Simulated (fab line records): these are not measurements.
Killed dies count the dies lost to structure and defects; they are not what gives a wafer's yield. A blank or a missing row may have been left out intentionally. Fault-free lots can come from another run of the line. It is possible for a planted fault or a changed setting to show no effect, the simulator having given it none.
8D (eight disciplines) problem report, filled in by code	flow sky130	the parts of the form that need people (team, actions taken, sign-off) are left out

## 1. THE ISSUE
Wafers without a fault read 14, standard deviation 4.3; killedAtFrontEnd at SKY_PAD_OPEN_PROBE_99 reads a mean of 54 on 4 wafers belonging to 2 lots. That is +9.2 standard deviations from the usual mean.
Earliest sighting: wafer L647.1 on prober-02 at day 48 15:46. At this step, 6 wafers from 2 lots have a number in the record. By rule, "out" or "out of limits" means more than 4 standard deviations away from the usual mean. Any other wafer with a number is counted as sound.

## 2. WHAT IT IS; WHAT IT IS NOT
question	is	is not
which readings at this step	killedAtFrontEnd	killed_at_M0_to_M3, killed_at_M4_up, killedAtContacts, killedAtOther, killedOpen, killedShort
which lots	L647, L649	-
which wafers of those lots	L647.1, L647.6, L649.2, L649.6	L647.5, L649.5
read on which tools	prober-01, prober-02	-
when	from day 48 15:46	up to then (0 sound wafers); but 2 sound wafers of L647, L649 came after

## 3. SUSPECTS, AND WHAT RULES EACH OUT
Counting: a tool at a process step up to the reading stays a suspect if it ran every lot that is out. Sound lots after the first of them don't rule it out here, since some wafers of a struck lot are sound.
- plasmaAsher-04 at SKY_PWDE_STRIP_09 (strips in O2/N2): kept. It ran every lot that is out, first L647 (day 6 16:31).
- The sound lot-mates ran in chamber 1 of plasmaAsher-04 at SKY_PWDE_STRIP_09, but the wafers that are out ran in chamber 0.
Remaining after the count: plasmaAsher-04 at SKY_PWDE_STRIP_09.

## 4. THE CAUSE (what the simulator had put in)
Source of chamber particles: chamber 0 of plasmaAsher-04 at SKY_PWDE_STRIP_09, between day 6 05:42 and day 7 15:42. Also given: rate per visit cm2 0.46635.
After counting, this tool was the only one left.

## 5. THE CHAIN OF EFFECTS, in route order
Rows list readings where the struck wafers' mean (over those with a number) sits beyond 3 standard deviations from the usual. Scope: only readings with a usual standard deviation given in the record; hours: median across lots of the time from each lot's start at the first step in this table that gives one to its start at this step; sigmas: change in usual standard deviations.
hours	step	reading	usual	on struck wafers	change	sigmas
0	SKY_PAD_OPEN_PROBE_99	killedAtFrontEnd	14	54	+40	+9.2
0	SKY_PAD_OPEN_PROBE_99	killedDies	84	125	+41	+4.3
It contains these process steps:
- SKY_PAD_OPEN_PROBE_99

## 6. WHAT WOULD HAVE CAUGHT IT SOONER
1018 hours passed between the start of the fault at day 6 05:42 and the first reading out of limits in this record, taken at day 48 15:46.
Of the tool readings at SKY_PWDE_STRIP_09 for which the record gives a usual standard deviation, none was out on any struck wafer, so an alarm limit of 4 standard deviations on them would not have fired.
The start of SKY_PWDE_STRIP_09 on plasmaAsher-04 came by day 48 15:46 for every one of the lots that are out (2). None of them would have been spared by holding the tool at that moment.
